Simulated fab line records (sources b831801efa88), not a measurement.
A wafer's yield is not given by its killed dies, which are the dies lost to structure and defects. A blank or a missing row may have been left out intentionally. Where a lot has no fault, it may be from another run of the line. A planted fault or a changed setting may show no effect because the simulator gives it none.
2 desks, one fault | flow sky130 | numbers are kept per desk, each desk with only its own; the story behind them comes last

THE METROLOGY DESK
What the gauges read for every lot (on any tool): the sampled wafers with a number, averaged. Any lot whose mean is over 4 standard deviations away from the usual mean is out of limits and marked OUT; that distance is given in the brackets.
Columns: A = LDD_N_OVL at SKY_LDD_N_OVL_MEAS_07, usual -1.4 nm; B = LDD_HVP_OVL at SKY_LDD_HVP_OVL_MEAS_07, usual -0.8 nm
lot  | first seen here | A    | B
L235 | day 18 08:13    | -1.8 | -1.1
L236 | day 18 12:01    | -3.6 | 0.6
L237 | day 18 18:07    | -0.1 | 0.2
L238 | day 19 00:46    | -2.4 | -0.1
L239 | day 20 05:46    | -1.5 | 3.3
L240 | day 20 07:38    | -2.0 | 2.6
L241 | day 20 10:58    | -0.2 | 2.9
L242 | day 20 18:01    | -3.7 | 3.5
L246 | day 22 21:59    | -2.2 | -2.0
L252 | day 24 13:19    | -1.5 | -1.2
L253 | day 24 16:08    | -1.2 | -0.4
L256 | day 25 23:23    | -0.3 | -0.3
Finding of this desk: none of the 12 lots has anything out of limits.

FOR THE TOOL OWNER'S DESK: iline-stepper-01
The tool's own readings at SKY_LDD_HVP_EXPOSE_04 (exposes mask HVPTM, target cd 700 nm): means of the sampled wafers that have a number, for each lot that ran on this tool. Any lot whose mean is over 4 standard deviations away from the usual mean is out of limits and marked OUT; that distance is given in the brackets.
Columns: A = focus-offset-nm at SKY_LDD_HVP_EXPOSE_04, usual -0.1 nm
lot  | first seen here | A
L237 | day 21 23:23    | -0.7
L238 | day 22 07:54    | 0.7
L239 | day 23 13:28    | -0.6
L240 | day 23 15:53    | -1.0
L241 | day 23 17:43    | 0.5
L242 | day 24 00:12    | -0.4
Finding of this desk: none of the 6 lots has anything out of limits.

ALL TOGETHER
From the metrology desk's view, nothing was out of limits.
The desk of the tool owner found nothing out of limits.

WHAT WAS PUT IN BY THE SIMULATOR
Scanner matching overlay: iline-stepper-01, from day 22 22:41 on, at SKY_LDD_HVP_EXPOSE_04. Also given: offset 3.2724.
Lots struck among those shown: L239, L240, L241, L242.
